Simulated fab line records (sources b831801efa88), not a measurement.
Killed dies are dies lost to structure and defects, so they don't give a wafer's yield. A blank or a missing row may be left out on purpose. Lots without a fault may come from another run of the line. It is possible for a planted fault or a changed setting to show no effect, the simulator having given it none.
fab line records    flow sky130
record: lots: 7  wafers: 21  lastDay: 48
route steps=708 shown RES_XHIGH@340 SD_N@342 SD_P@359 PAD_OPEN@708
lots with no fault: from the same line, run without faults
startH: start of the lot's first displayed wafer, in hours after the record's first day    waitH: hours elapsed since this lot's preceding step    " the same as in the row above    L1.1+2: one row covering several wafers at once    - either no value or no given start    * or withheld: withheld    < > ~ a bound
route shown NAME@n: a module of which the file shows steps, and the number in the route of the first    usual: the fault-free wafers' mean and standard deviation    same: alike in all rows    chamber/n: place in a boat    sites: each site's reading    _std_site: how widely they spread, as a standard deviation    _edge_site: inner sites' mean taken away from outer sites' mean    radiusMm: for every site, how far away it sits from the centre of the wafer    mask NAME#n: copy n    behind: the most recent tool/chamber to have shaped the wafer    hold: reason for holding the lot/hours on hold/outcome of the hold    device: whichever transistor did not switch (one of n, p or np)    end of line: tests run on the same wafers once the route is complete    a step without rows: its recipe alone    killed: the dies lost at the first sort to structure and to defects; this is not the yield of the wafer    map: shows each die of a wafer: x if killed, . if not, _ if none is there
set.NAME: the setting as run; set.NAME@STEP: as run at that earlier step    model.NAME: the simulator's own value behind a step, which no gauge read
certain route steps with their lots: each step a table, each wafer a row
services: the hour from which a tool's chamber was out of use, counted from the record's first day as startH (under 0 if before that day), plus the number of hours and why
== steps ==
step: SKY_RES_XHIGH_STRIP_08
recipe: chemistry: O2/N2  powerW: 1400  pressureMtorr: 1500  platenTempC: withheld  o2FlowSccm: 3000  n2FlowSccm: 300  overashFraction: 0.5
usual: drypumpMotorCurrentA: 5.7/0.5  oesProductAu: 0.711/0.0043  stripTimeToEndpointS: 14.27/0.038
lot.wafer  tool            chamber  startH  waitH  drypumpMotorCurrentA  oesProductAu  rfHoursCounterH  stripTimeToEndpointS
L631.2     plasmaAsher-01  0        602.01  0.1    6.7                   0.707         91               14.32
L631.5     "               0        "       "      6.6                   0.714         -                14.29
L631.6     "               1        "       "      5.7                   0.709         -                14.29
L633.1     plasmaAsher-04  0        614.30  0.1    5.3                   0.711         80               14.25
L633.2     "               1        "       "      5.3                   0.710         80               14.25
L633.5     "               0        "       "      5.3                   0.710         -                14.23
L632.3     plasmaAsher-04  0        615.52  0.1    5.4                   0.717         -                14.25
L632.4     "               1        "       "      5.3                   0.716         -                14.24
L632.6     "               0        "       "      5.3                   0.715         -                14.20
L640.1     plasmaAsher-03  1        686.24  0.1    5.3                   0.712         24               14.36
L640.3     "               1        "       "      5.4                   0.708         -                14.33
L640.5     "               1        "       "      5.3                   0.710         -                14.37
L641.1     plasmaAsher-03  1        692.59  0.1    5.3                   0.703         25               14.25
L641.3     "               1        "       "      5.3                   0.709         -                14.28
L641.5     "               1        "       "      5.3                   0.708         -                14.27
L642.1     plasmaAsher-04  0        701.91  0.1    5.3                   0.710         90               14.31
L642.4     "               1        "       "      5.3                   0.709         -                14.26
L642.6     "               1        "       "      5.3                   0.712         -                14.27
L643.2     plasmaAsher-04  1        709.14  0.1    5.3                   0.714         90               14.27
L643.3     "               0        "       "      5.3                   0.702         -                14.28
L643.6     "               1        "       "      5.3                   0.705         -                14.32
step: SKY_RES_XHIGH_TW_MEAS_09
usual: RES_XHIGH_TW: 1630/18
lot.wafer  tool          chamber  startH  waitH  RES_XHIGH_TW
L631.2     filmMetro-01  -        602.12  0.1    1635
L631.5     "             -        "       "      1632
L631.6     "             -        "       "      1618
L633.1     filmMetro-03  -        614.40  0.1    1595
L633.2     "             -        "       "      1593
L633.5     "             -        "       "      1606
L632.3     filmMetro-03  -        615.61  0.1    1600
L632.4     "             -        "       "      1597
L632.6     "             -        "       "      1598
L640.1     filmMetro-01  -        686.34  0.1    1639
L640.3     "             -        "       "      1638
L640.5     "             -        "       "      1640
L641.1     filmMetro-04  -        692.69  0.1    1632
L641.3     "             -        "       "      1626
L641.5     "             -        "       "      1625
L642.1     filmMetro-03  -        702.01  0.1    1601
L642.4     "             -        "       "      1603
L642.6     "             -        "       "      1596
L643.2     filmMetro-04  -        709.25  0.1    1646
L643.3     "             -        "       "      1641
L643.6     "             -        "       "      1647
step: SKY_SD_N_DEHYDRATE_00
recipe: tempC: 200  timeS: 60
step: SKY_SD_N_HMDS_01
recipe: primeTimeS: 60  primeTempC: 120
step: SKY_SD_N_COAT_02
recipe: resist: NOVOLAK  spinRpm: 3000  resistThkNm: 1140
step: SKY_SD_N_SOFTBAKE_03
recipe: tempC: 90  timeS: 60  resist: NOVOLAK
step: SKY_SD_N_EXPOSE_04
recipe: maskId: NSDM  na: 0.6  sourceShape: conventional  sigmaOuter: 0.6  polarization: unpolarized  targetCdNm: 380  doseMj: 141
step: SKY_SD_N_PEB_05
recipe: tempC: withheld  timeS: *  resist: NOVOLAK
step: SKY_SD_N_DEVELOP_06
recipe: resist: NOVOLAK  developer: TMAH  developTimeS: 60  devTempC: 23
step: SKY_SD_N_CD_MEAS_07
recipe: targetCdNm: 380
usual: cdNm: 380.0/2.6
lot.wafer  tool      chamber  startH  waitH  cdNm
L631.2     cdSem-02  -        631.67  0.1    383.1
L631.5     "         -        "       "      385.0
L631.6     "         -        "       "      386.1
L633.1     cdSem-02  -        643.40  0.1    384.1
L633.2     "         -        "       "      383.6
L633.5     "         -        "       "      383.0
L632.3     cdSem-02  -        644.34  0.1    381.7
L632.4     "         -        "       "      382.1
L632.6     "         -        "       "      379.4
L640.1     cdSem-02  -        714.22  0.1    383.8
L640.3     "         -        "       "      382.2
L640.5     "         -        "       "      382.7
L641.1     cdSem-02  -        720.75  0.1    378.7
L641.3     "         -        "       "      377.2
L641.5     "         -        "       "      378.2
L642.1     cdSem-01  -        729.70  0.1    377.8
L642.4     "         -        "       "      379.2
L642.6     "         -        "       "      381.0
L643.2     cdSem-01  -        737.46  0.1    379.4
L643.3     "         -        "       "      381.5
L643.6     "         -        "       "      379.0
step: SKY_SD_N_OVL_MEAS_08
usual: SD_N_OVL: 0.2/1.6
lot.wafer  tool        chamber  startH  waitH  SD_N_OVL[nm]
L631.2     overlay-02  -        631.77  0.1    -0.1
L631.5     "           -        "       "      -1.3
L631.6     "           -        "       "      -0.8
L633.1     overlay-01  -        643.52  0.1    1.0
L633.2     "           -        "       "      1.9
L633.5     "           -        "       "      1.2
L632.3     overlay-02  -        644.43  0.1    1.9
L632.4     "           -        "       "      2.0
L632.6     "           -        "       "      1.8
L640.1     overlay-02  -        714.34  0.1    -0.2
L640.3     "           -        "       "      -0.9
L640.5     "           -        "       "      -1.2
L641.1     overlay-02  -        720.87  0.1    -2.0
L641.3     "           -        "       "      -1.8
L641.5     "           -        "       "      -2.6
L642.1     overlay-02  -        729.82  0.1    -0.3
L642.4     "           -        "       "      0.9
L642.6     "           -        "       "      0.5
L643.2     overlay-02  -        737.57  0.1    1.2
L643.3     "           -        "       "      -0.1
L643.6     "           -        "       "      1.8
step: SKY_SD_N_IMPLANT_09
recipe: species: As  energyKev: 50  doseCm2: 4e+15  tiltDeg: 0
step: SKY_SD_N_IMPLANT_10
recipe: species: P  energyKev: 20  doseCm2: 1e+14  tiltDeg: 0
usual: beamOnS: 11.8/0.49  implantIonAmu: 31/0  tiltDeg: 0.003/0.02
lot.wafer  tool          chamber  startH  waitH  beamOnS  implantIonAmu  tiltDeg  model.implant.rpNm  model.implant.drpNm
L631.2     implanter-03  0        631.98  0.1    11.1     31             -0.036   29.2                13
L631.5     "             0        "       "      11.4     31             -0.018   29.2                13
L631.6     "             0        "       "      11.4     31             -0.035   29.2                13
L633.1     implanter-01  0        643.70  0.1    11.5     31             -0.007   27.81               13
L633.2     "             0        "       "      11.5     31             -0.037   27.81               13
L633.5     "             0        "       "      11.7     31             -0.039   27.81               13
L632.3     implanter-01  0        644.65  0.1    11.7     31             0.006    28.13               13
L632.4     "             0        "       "      11.1     31             -0.003   28.13               13
L632.6     "             0        "       "      11.7     31             -0.003   28.13               13
L640.1     implanter-03  0        714.88  0.1    11.4     31             0.026    28.09               13
L640.3     "             0        "       "      11.2     31             0.031    28.09               13
L640.5     "             0        "       "      11.6     31             0.033    28.09               13
L641.1     implanter-03  0        721.05  0.1    11.5     75             -0.016   16.15               7.233
L641.3     "             0        "       "      11.3     75             0.006    16.15               7.233
L641.5     "             0        "       "      11.8     75             -0.031   16.15               7.233
L642.1     implanter-03  0        730.12  0.1    12.2     75             0.018    16.03               7.233
L642.4     "             0        "       "      11.5     75             0.033    16.03               7.233
L642.6     "             0        "       "      11.7     75             0.012    16.03               7.233
L643.2     implanter-03  0        737.77  0.1    11.9     75             -0.008   15.86               7.233
L643.3     "             0        "       "      11.3     75             -0.028   15.86               7.233
L643.6     "             0        "       "      11.6     75             0.015    15.86               7.233
step: SKY_SD_N_STRIP_11
recipe: chemistry: O2/N2  powerW: 1400  pressureMtorr: 1500  platenTempC: withheld  o2FlowSccm: 3000  n2FlowSccm: 300  overashFraction: 0.5
usual: drypumpMotorCurrentA: 5.6/0.32  oesProductAu: 0.527/0.0043  stripTimeToEndpointS: 22.57/0.035
lot.wafer  tool            chamber  startH  waitH  drypumpMotorCurrentA  oesProductAu  rfHoursCounterH  stripTimeToEndpointS
L631.2     plasmaAsher-04  1        632.10  0.1    5.3                   0.529         82               22.56
L631.5     "               0        "       "      5.4                   0.523         -                22.57
L631.6     "               1        "       "      5.3                   0.528         -                22.56
L633.1     plasmaAsher-04  1        643.85  0.1    5.3                   0.522         83               22.59
L633.2     "               0        "       "      5.4                   0.526         83               22.53
L633.5     "               1        "       "      5.3                   0.537         -                22.57
L632.3     plasmaAsher-04  0        644.79  0.1    5.3                   0.518         -                22.57
L632.4     "               1        "       "      5.3                   0.532         -                22.54
L632.6     "               0        "       "      5.4                   0.535         -                22.53
L640.1     plasmaAsher-02  1        715.03  0.1    6.0                   0.532         59               22.58
L640.3     "               1        "       "      5.9                   0.527         -                22.59
L640.5     "               1        "       "      5.9                   0.528         -                22.58
L641.1     plasmaAsher-03  1        721.20  0.1    5.3                   0.529         27               22.56
L641.3     "               1        "       "      5.3                   0.520         -                22.60
L641.5     "               1        "       "      5.3                   0.525         -                22.58
L642.1     plasmaAsher-03  1        730.27  0.1    5.3                   0.537         28               22.67
L642.4     "               1        "       "      5.3                   0.530         -                22.63
L642.6     "               0        "       "      6.0                   0.522         -                22.62
L643.2     plasmaAsher-04  1        737.90  0.1    5.3                   0.529         93               22.57
L643.3     "               0        "       "      5.3                   0.527         -                22.59
L643.6     "               0        "       "      5.3                   0.530         -                22.58
step: SKY_SD_N_TW_MEAS_12
usual: SD_N_TW: 3947/39
lot.wafer  tool          chamber  startH  waitH  SD_N_TW
L631.2     filmMetro-04  -        632.21  0.1    4013
L631.5     "             -        "       "      4011
L631.6     "             -        "       "      3998
L633.1     filmMetro-03  -        643.95  0.1    3902
L633.2     "             -        "       "      3896
L633.5     "             -        "       "      3891
L632.3     filmMetro-03  -        644.87  0.1    3863
L632.4     "             -        "       "      3865
L632.6     "             -        "       "      3900
L640.1     filmMetro-01  -        715.13  0.1    3970
L640.3     "             -        "       "      3999
L640.5     "             -        "       "      3990
L641.1     filmMetro-01  -        721.30  0.1    3938
L641.3     "             -        "       "      3965
L641.5     "             -        "       "      3960
L642.1     filmMetro-04  -        730.37  0.1    3992
L642.4     "             -        "       "      3984
L642.6     "             -        "       "      3985
L643.2     filmMetro-03  -        738.01  0.1    3900
L643.3     "             -        "       "      3887
L643.6     "             -        "       "      3896
step: SKY_SD_N_CLEAN_13
recipe: chemistry: SC1/SC2  mix: 1:4:20  tempC: 70  timeS: 150  dry: n2Spin
step: SKY_SD_N_RTA_14
recipe: tempC: 1075  timeS: 2  idleTempC: 650  rampUpCPerS: 150  rampDownCPerS: 90  ambient: N2
usual: chamberO2Ppm: 1.999/0.025  lampPowerPct: 15.73/0.054  wafer_temp_C_max: 1078.0/1.2
lot.wafer  tool          chamber  startH  waitH  chamberO2Ppm  lampPowerPct  wafer_temp_C_max
L631.2     rtpAnneal-01  0        632.33  0.0    2.003         15.85         1077.9
L631.5     "             0        "       "      2.024         15.76         1077.8
L631.6     "             0        "       "      2.003         15.70         1078.6
L633.1     rtpAnneal-02  0        644.06  0.0    2.017         15.70         1077.5
L633.2     "             0        "       "      1.972         15.82         1079.4
L633.5     "             0        "       "      2.034         15.68         1078.2
L632.3     rtpAnneal-01  0        644.99  0.0    2.004         15.68         1078.2
L632.4     "             0        "       "      1.996         15.76         1077.7
L632.6     "             0        "       "      2.023         15.81         1079.5
L640.1     rtpAnneal-02  0        715.24  0.0    1.967         15.80         1076.3
L640.3     "             0        "       "      1.959         15.72         1078.8
L640.5     "             0        "       "      1.974         15.75         1078.2
L641.1     rtpAnneal-01  0        721.42  0.0    2.036         15.71         1077.9
L641.3     "             0        "       "      2.045         15.72         1079.8
L641.5     "             0        "       "      2.031         15.73         1078.0
L642.1     rtpAnneal-02  0        730.48  0.0    2.041         15.75         1074.9
L642.4     "             0        "       "      2.024         15.76         1078.2
L642.6     "             0        "       "      2.025         15.73         1078.9
L643.2     rtpAnneal-01  0        738.12  0.0    2.001         15.75         1079.0
L643.3     "             0        "       "      1.976         15.63         1079.5
L643.6     "             0        "       "      1.991         15.74         1078.6
step: SKY_SD_N_RS_MEAS_16
recipe: thkMeasGauge: four-point-probe
usual: SD_N_RS: 68.53/0.11
lot.wafer  tool          chamber  startH  waitH  SD_N_RS[ohm/sq]
L631.2     filmMetro-01  -        632.51  0.1    68.41
L631.5     "             -        "       "      68.26
L631.6     "             -        "       "      68.40
L633.1     filmMetro-04  -        644.24  0.1    68.56
L633.2     "             -        "       "      68.60
L633.5     "             -        "       "      68.57
L632.3     filmMetro-01  -        645.18  0.1    68.57
L632.4     "             -        "       "      68.59
L632.6     "             -        "       "      68.63
L640.1     filmMetro-04  -        715.41  0.1    68.71
L640.3     "             -        "       "      68.57
L640.5     "             -        "       "      68.51
L641.1     filmMetro-04  -        721.59  0.1    70.66
L641.3     "             -        "       "      70.77
L641.5     "             -        "       "      70.76
L642.1     filmMetro-04  -        730.65  0.1    70.78
L642.4     "             -        "       "      70.71
L642.6     "             -        "       "      70.95
L643.2     filmMetro-03  -        738.31  0.1    70.67
L643.3     "             -        "       "      70.61
L643.6     "             -        "       "      70.72
step: SKY_SD_N_RS_MEAS_17
recipe: thkMeasGauge: four-point-probe
usual: SD_P_RS: 146.9/0.32
lot.wafer  tool          chamber  startH  waitH  SD_P_RS[ohm/sq]
L631.2     filmMetro-01  -        632.63  0.1    146.5
L631.5     "             -        "       "      146.4
L631.6     "             -        "       "      146.2
L633.1     filmMetro-04  -        644.36  0.1    147.5
L633.2     "             -        "       "      146.9
L633.5     "             -        "       "      147.1
L632.3     filmMetro-01  -        645.30  0.1    146.6
L632.4     "             -        "       "      147.0
L632.6     "             -        "       "      147.0
L640.1     filmMetro-04  -        715.53  0.1    147.0
L640.3     "             -        "       "      147.0
L640.5     "             -        "       "      147.0
L641.1     filmMetro-04  -        721.71  0.1    147.0
L641.3     "             -        "       "      147.7
L641.5     "             -        "       "      146.9
L642.1     filmMetro-04  -        730.77  0.1    147.4
L642.4     "             -        "       "      147.2
L642.6     "             -        "       "      147.0
L643.2     filmMetro-03  -        738.43  0.1    146.8
L643.3     "             -        "       "      146.7
L643.6     "             -        "       "      147.2
step: SKY_PAD_OPEN_PROBE_99
usual: killed_at_M0_to_M3: 44/7.2  killed_at_M4_up: 3.1/1.7  killedAtContacts: 24/5.2  killedAtFrontEnd: 15/4.1  killedAtOther: 0.3/0.61  killedDies: 87/10  killedOpen: 48/7.5  killedShort: 39/6.6
same: grossDies: 492  killedAtBackSide: 0
lot.wafer  tool       chamber  startH   waitH  killed_at_M0_to_M3  killed_at_M4_up  killedAtContacts  killedAtFrontEnd  killedAtOther  killedDies  killedOpen  killedShort  model.etest.resNdiff.lineOhmUm  model.etest.resNdiff.rsOhmSq  model.etest.resNdiffHv.rsOhmSq
L631.2     prober-01  -        1064.01  0.1    56                  3                22                14                3              98          60          36           775                             120.1                         113
L631.5     prober-01  -        1064.16  0.2    41                  3                30                11                0              85          37          46           771.8                           120.2                         112.9
L631.6     prober-01  -        1064.21  0.2    43                  3                31                13                1              91          44          46           750                             120.1                         113.2
L633.1     prober-02  -        1072.04  0.1    49                  1                29                21                0              100         66          34           763.9                           121.8                         114.5
L633.2     prober-02  -        1072.09  0.1    39                  1                31                14                0              85          48          36           789.8                           120.4                         115.6
L633.5     prober-02  -        1072.24  0.2    48                  1                20                18                0              87          54          32           788.1                           119.9                         113.9
L632.3     prober-01  -        1073.64  0.2    50                  4                29                16                0              99          55          44           776.9                           122.1                         117
L632.4     prober-01  -        1073.69  0.2    47                  6                29                16                1              99          52          47           784.2                           122.3                         116.5
L632.6     prober-01  -        1073.79  0.2    55                  6                27                19                1              108         64          44           785.5                           121.9                         117.3
L640.1     prober-02  -        1125.56  0.1    56                  5                26                12                1              100         58          41           757.2                           118.9                         113.6
L640.3     prober-02  -        1125.66  0.2    53                  3                25                14                2              97          57          38           767.1                           118.7                         114.3
L640.5     prober-02  -        1125.76  0.2    46                  4                19                19                2              90          52          38           754.3                           118.2                         113.3
L641.1     prober-01  -        1129.23  0.1    47                  3                21                14                0              85          48          37           783.9                           126.8                         120.6
L641.3     prober-01  -        1129.33  0.2    33                  1                19                15                0              68          37          31           790.2                           127.7                         119.7
L641.5     prober-01  -        1129.43  0.2    40                  1                29                13                0              83          56          27           799                             127.5                         120.2
L642.1     prober-02  -        1135.20  0.1    49                  2                15                10                0              76          46          30           785.5                           122.5                         114.5
L642.4     prober-02  -        1135.35  0.2    59                  3                28                10                0              100         49          50           780.7                           121.5                         114
L642.6     prober-02  -        1135.45  0.2    58                  2                26                15                0              101         57          44           776                             121.6                         114.8
L643.2     prober-01  -        1144.11  0.1    63                  4                29                17                0              113         63          50           793.6                           123.6                         118.1
L643.3     prober-01  -        1144.16  0.2    41                  0                20                12                0              73          41          32           788.9                           124.8                         117.8
L643.6     prober-01  -        1144.31  0.2    46                  1                27                20                0              94          48          45           784.5                           125.1                         118.4
killed by level:class
L631.2 VIA1:geometricParticle:open=16 CONTACT:geometricParticle:open=10 VIA3:geometricParticle:open=10 VIA2:geometricParticle:open=7 CONTACT:geometricParticle:short=6 METAL2:geometricParticle:short=6 FIELD_ISO:geometricParticle:short=5 METAL1:geometricParticle:short=4
L631.5 VIA1:geometricParticle:open=11 METAL1:geometricParticle:short=7 LI_CONTACT:geometricParticle:short=7 CONTACT:geometricParticle:open=7 LI_CONTACT:geometricParticle:open=6 VIA1:geometricParticle:short=6 LOCAL_INTERCONNECT:geometricParticle:short=5 CONTACT:geometricParticle:short=5
L631.6 CONTACT:geometricParticle:open=10 METAL1:geometricParticle:short=10 VIA1:geometricParticle:open=10 CONTACT:geometricParticle:short=9 VIA1:geometricParticle:short=6 LI_CONTACT:geometricParticle:open=5 VIA3:geometricParticle:open=5 FIELD_ISO:geometricParticle:short=4
L633.1 CONTACT:geometricParticle:open=12 VIA1:geometricParticle:open=11 VIA2:geometricParticle:open=11 FIELD_ISO:geometricParticle:open=9 LI_CONTACT:geometricParticle:open=8 VIA1:geometricParticle:short=7 METAL2:geometricParticle:short=5 VIA3:geometricParticle:open=5
L633.2 CONTACT:geometricParticle:open=10 VIA1:geometricParticle:open=10 VIA2:geometricParticle:open=8 METAL2:geometricParticle:short=7 LI_CONTACT:geometricParticle:open=7 VIA3:geometricParticle:open=6 CONTACT:geometricParticle:short=6 LOCAL_INTERCONNECT:geometricParticle:short=5
L633.5 VIA1:geometricParticle:open=14 VIA2:geometricParticle:open=10 METAL2:geometricParticle:short=10 CONTACT:geometricParticle:open=9 FIELD_ISO:geometricParticle:open=7 VIA3:geometricParticle:open=7 POLY_GATE:geometricParticle:short=4 LOCAL_INTERCONNECT:geometricParticle:short=4
L632.3 VIA1:geometricParticle:open=16 LI_CONTACT:geometricParticle:open=8 LI_CONTACT:geometricParticle:short=7 METAL1:geometricParticle:short=7 CONTACT:geometricParticle:open=6 VIA2:geometricParticle:open=6 VIA3:geometricParticle:open=6 POLY_GATE:geometricParticle:short=5
L632.4 CONTACT:geometricParticle:open=13 VIA1:geometricParticle:open=8 VIA3:geometricParticle:open=7 METAL1:geometricParticle:short=7 VIA1:geometricParticle:short=7 CONTACT:geometricParticle:short=6 VIA2:geometricParticle:open=6 POLY_GATE:geometricParticle:short=5
L632.6 VIA1:geometricParticle:open=19 CONTACT:geometricParticle:open=11 LI_CONTACT:geometricParticle:open=8 METAL1:geometricParticle:short=7 POLY_GATE:geometricParticle:open=6 VIA2:geometricParticle:open=6 VIA3:geometricParticle:open=6 METAL4:geometricParticle:short=5
L640.1 VIA1:geometricParticle:open=16 CONTACT:geometricParticle:open=11 VIA2:geometricParticle:open=11 VIA1:geometricParticle:short=7 METAL2:geometricParticle:short=7 LOCAL_INTERCONNECT:geometricParticle:short=6 LI_CONTACT:geometricParticle:open=5 FIELD_ISO:geometricParticle:short=3
L640.3 VIA1:geometricParticle:open=12 VIA2:geometricParticle:open=10 CONTACT:geometricParticle:open=8 LI_CONTACT:geometricParticle:open=7 METAL1:geometricParticle:short=7 FIELD_ISO:geometricParticle:open=6 VIA3:geometricParticle:open=6 LOCAL_INTERCONNECT:geometricParticle:short=5
L640.5 VIA1:geometricParticle:open=16 FIELD_ISO:geometricParticle:open=7 METAL2:geometricParticle:short=6 VIA2:geometricParticle:open=6 FIELD_ISO:geometricParticle:short=5 CONTACT:geometricParticle:open=5 POLY_GATE:geometricParticle:open=4 LI_CONTACT:geometricParticle:short=4
L641.1 VIA1:geometricParticle:open=10 VIA2:geometricParticle:open=7 CONTACT:geometricParticle:open=7 METAL2:geometricParticle:short=7 LI_CONTACT:geometricParticle:open=6 VIA1:geometricParticle:short=6 POLY_GATE:geometricParticle:open=5 METAL1:geometricParticle:short=5
L641.3 VIA1:geometricParticle:open=8 METAL1:geometricParticle:short=8 LI_CONTACT:geometricParticle:open=7 FIELD_ISO:geometricParticle:short=4 VIA3:geometricParticle:open=4 FIELD_ISO:geometricParticle:open=3 LOCAL_INTERCONNECT:geometricParticle:short=3 LI_CONTACT:geometricParticle:short=3
L641.5 LI_CONTACT:geometricParticle:open=10 CONTACT:geometricParticle:open=10 VIA3:geometricParticle:open=9 VIA1:geometricParticle:open=8 LI_CONTACT:geometricParticle:short=6 METAL1:geometricParticle:short=6 POLY_GATE:geometricParticle:open=5 FIELD_ISO:geometricParticle:open=4
L642.1 VIA1:geometricParticle:open=10 VIA2:geometricParticle:open=10 VIA3:geometricParticle:open=7 CONTACT:geometricParticle:open=6 METAL3:geometricParticle:short=6 VIA3:geometricParticle:short=4 VIA2:geometricParticle:short=3 POLY_GATE:geometricParticle:open=3
L642.4 VIA1:geometricParticle:open=15 VIA3:geometricParticle:short=10 METAL1:geometricParticle:short=9 VIA3:geometricParticle:open=9 LI_CONTACT:geometricParticle:open=8 CONTACT:geometricParticle:open=8 LOCAL_INTERCONNECT:geometricParticle:short=6 VIA2:geometricParticle:open=5
L642.6 VIA1:geometricParticle:open=12 VIA2:geometricParticle:open=10 CONTACT:geometricParticle:open=10 METAL1:geometricParticle:short=9 LI_CONTACT:geometricParticle:open=7 VIA3:geometricParticle:open=6 VIA1:geometricParticle:short=5 POLY_GATE:geometricParticle:open=4
L643.2 VIA1:geometricParticle:open=17 LI_CONTACT:geometricParticle:open=11 CONTACT:geometricParticle:open=9 METAL2:geometricParticle:short=9 METAL1:geometricParticle:short=8 VIA3:geometricParticle:open=7 VIA2:geometricParticle:open=6 VIA3:geometricParticle:short=4
L643.3 CONTACT:geometricParticle:open=9 METAL1:geometricParticle:short=9 VIA1:geometricParticle:open=8 VIA2:geometricParticle:open=7 CONTACT:geometricParticle:short=5 VIA1:geometricParticle:short=5 METAL2:geometricParticle:short=5 LI_CONTACT:geometricParticle:open=4
L643.6 VIA1:geometricParticle:open=15 CONTACT:geometricParticle:open=7 METAL1:geometricParticle:short=7 LI_CONTACT:geometricParticle:short=6 LI_CONTACT:geometricParticle:open=6 POLY_GATE:geometricParticle:short=5 METAL3:geometricParticle:short=5 VIA3:geometricParticle:open=5
== services ==
tool            chamber  startH  hours  kind
implanter-03    -        607.67  5.4    repair
plasmaAsher-02  -        619.10  2.8    pm
plasmaAsher-02  -        626.37  1.7    repair
plasmaAsher-01  -        632.17  2.4    repair
implanter-01    -        640.49  2.9    repair
implanter-01    -        648.72  110.4  pm
plasmaAsher-03  -        663.50  14.6   pm
rtpAnneal-01    -        693.66  6.5    pm
rtpAnneal-02    -        708.28  5.9    pm
plasmaAsher-04  -        731.44  1.1    repair
plasmaAsher-01  -        733.75  9.0    pm
plasmaAsher-01  0        733.75  9.0    ventCycle
plasmaAsher-01  1        733.75  9.0    ventCycle
plasmaAsher-02  -        734.81  6.5    pm
== key ==
firstSign: step: SKY_SD_N_IMPLANT_10  reading: implantIonAmu  direction: up  sigmas: 99+  usual: 31  struck: 75
effect: step: SKY_SD_N_RS_MEAS_16  reading: SD_N_RS  direction: up  sigmas: 20  usual: 68.53  struck: 70.74
modelEffect: step: SKY_SD_N_IMPLANT_10  value: implant.rpNm  without: 28.18  struck: 16.01
modelEffect: step: SKY_PAD_OPEN_PROBE_99  value: etest.resNdiff.lineOhmUm  without: 764.9  struck: 786.9
metAt SKY_SD_N_IMPLANT_10
struckWafers L641.1,L641.3,L641.5,L642.1,L642.4,L642.6,L643.2,L643.3,L643.6
testerLeftOut L641,L642,L643
onsetBetween 714.88 721.05
fault: kind: wrongRecipeDownload  tool: implanter-01,implanter-02,implanter-03  chamber: -  onsetH: 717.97  steps: SKY_SD_N_IMPLANT_10  wrongRecipe.notListed: 1
testerLeftOut: of these lots the tester's yield and bins aren't shown, on N5 and GAA mostly nor the transistor test; their killed dies are dies lost to structure and defects alone, not to doping, threshold or leakage, so they don't give the yield
